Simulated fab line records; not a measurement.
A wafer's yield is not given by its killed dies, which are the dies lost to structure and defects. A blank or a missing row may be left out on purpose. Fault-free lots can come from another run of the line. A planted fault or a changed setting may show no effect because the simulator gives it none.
A lot that was struck, set against a sound lot / flow sfq line / 13 out of 325 route steps
Sound: wafers L612.1, L612.3, L612.4. Struck: wafer L618.4. (L618.2, L618.3 of the same lot were not struck and are left out.) The cause comes at the end.
Per side, at each step with rows, come the tool, then ch with its chambers, and then its first start. Under that, the readings that differ: sound wafers / struck wafers / difference of the means / sigmas: that difference in standard deviations of wafers without a fault.
alike: words and numbers the same on both sides, and readings whose means are apart by under 2 such deviations; not compared: readings that were withheld, readings missing a value for some wafer, numbers with overlapping values and no deviation given by the record, and bounds like >300 which may hide the same value.
A row with sigmas, a row that says differs or no value, or rows on one side alone: a step with any of these is where the two part. When numbers do not overlap yet have no deviation, they are printed without sigmas and do not part them. A reading that every wafer of one side lacks parts them only if that side has two wafers or more.

SFQ_INCOMING_BOW_MEAS_900:
  sound on film metro-02, day 1 15:00; struck on film metro-03, day 2 21:01
  alike: INCOMING_BOW
then, 1 step without rows for these wafers: SFQ_TRILAYER_INCOMING_OXIDATION_002 (target thk 500 nm, ox time 4939 s).
SFQ_TRILAYER_L0_DEP_SPUTTER_003: material MoNx KI, target thk 40 nm, time 100 s.
  sound on pvd sputter-05, day 1 17:29; struck on pvd sputter-05, day 2 23:29
  alike: throttle valve pct
SFQ_L0_RS_MEAS_901: a four-point-probe measurement.
  sound on film metro-04, day 1 17:34; struck on film metro-02, day 2 23:35
  alike: L0_MONX_KI_RS
SFQ_L0_THK_MEAS_902: measures by xrf.
  sound on film metro-04, day 1 17:41; struck on film metro-02, day 2 23:41
  alike: L0_MONX_KI_THK
SFQ_TRILAYER_L0_LITHO_COAT_010: resist thk 62 nm.
  sound on litho track-03 ch 0, day 1 17:44; struck on litho track-03 ch 0, day 2 23:47
reading=model.BARC_of_TRILAYER_L0_LITHO_COAT_010.thk nm (nm); sound=62.31 62.13 62.21; struck=66.29; difference=+4.07; sigmas=
then, 5 steps without rows for these wafers: SFQ_TRILAYER_L0_LITHO_COAT_005 (resist thk 600 nm); SFQ_TRILAYER_L0_LITHO_SOFTBAKE_009; SFQ_TRILAYER_L0_LITHO_EXPOSE_006 (exposes mask L0, target cd 2000 nm); SFQ_TRILAYER_L0_LITHO_PEB_008 (peb time 60 s); SFQ_TRILAYER_L0_LITHO_DEVELOP_007 (time 60 s).
-- the record jumps here: 3 days lie between the struck wafers' starts before and after --
SFQ_TRILAYER_L0_BARC_OPEN_METAL_ETCH_010: etches BARC in O2, target depth 125 nm, time 41.7 s.
  sound on rie metal-01 ch 0,1, day 4 17:25; struck on rie metal-03 ch 1, day 5 15:32
reading=oes product au (a.u.); sound=0.685 0.687 0.692; struck=0.701; difference=+0.013; sigmas=+3
reading=model.etch.depth nm (nm); sound=62.31 62.13 62.21; struck=66.29; difference=+4.07; sigmas=
  alike: drypump motor current A
  not compared: rf hours counter h
SFQ_TRILAYER_L0_ETCH_METAL_ETCH_008: etches MoNx KI in SF6/O2, stops on SiO2, target depth 50 nm, time 25 s.
  sound on rie metal-01 ch 0,1, day 4 17:28; struck on rie metal-03 ch 1, day 5 15:35
  alike: drypump motor current A, oes product au
  not compared: rf hours counter h

WHERE THEY PART
At SFQ_TRILAYER_L0_BARC_OPEN_METAL_ETCH_010 and nowhere else, as far as this record goes. Later steps at which nothing parts them and some readings are alike: SFQ_TRILAYER_L0_ETCH_METAL_ETCH_008.

WHY: what had been put in by the simulator
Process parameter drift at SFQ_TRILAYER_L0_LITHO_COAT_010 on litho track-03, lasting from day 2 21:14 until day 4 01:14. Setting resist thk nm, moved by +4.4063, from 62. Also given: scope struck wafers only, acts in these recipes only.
